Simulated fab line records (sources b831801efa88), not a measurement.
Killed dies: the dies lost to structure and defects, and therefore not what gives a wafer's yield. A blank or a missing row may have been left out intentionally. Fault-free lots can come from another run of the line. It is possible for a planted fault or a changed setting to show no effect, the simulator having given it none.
What tool caused it? | flow sky130 | 6 lots (16 wafers sampled), 1 step of a 708-step route

## WHAT THE GAUGES SHOWED, per wafer
SKY_FIELD_ISO_BOW_MEAS_00.
lot  | measured    | on            | INCOMING_BOW (um)
L202 | day 1 15:00 | film_metro-02 | 7 -2 -8
L205 | day 2 06:01 | film_metro-02 | 4 -1 -13
L208 | day 2 21:01 | film_metro-04 | 4 -5 -8
L211 | day 3 12:00 | film_metro-02 | 4 9 7
L219 | day 5 04:00 | film_metro-02 | 9 -2
L222 | day 5 19:00 | film_metro-02 | 9 5

## WHAT TOOL EACH LOT RAN ON (gives the tool, then ch and the chambers of the sampled wafers, and finally the start)
The record shows no process step preceding these readings.

## THE ANSWER, worked out from the rows above alone
Rule: what is usual is taken from the lots themselves. Put in order of their means at a reading, lots are off if they are a third of the lots or fewer, leave a main group of 4 or more, and stand apart from it by a gap of 3 or more times the standard deviation of the main group's means; of several such gaps the widest counts. If all means in a main group match to the digits the tables above print for the reading, that group is not used. Also off: a lot with no number at a reading for which 4 or more lots have one. The other lots that the step has rows for count as sound.
None of the lots is off at any reading shown; this tells nothing.

## WHAT THE SIMULATOR PUT IN
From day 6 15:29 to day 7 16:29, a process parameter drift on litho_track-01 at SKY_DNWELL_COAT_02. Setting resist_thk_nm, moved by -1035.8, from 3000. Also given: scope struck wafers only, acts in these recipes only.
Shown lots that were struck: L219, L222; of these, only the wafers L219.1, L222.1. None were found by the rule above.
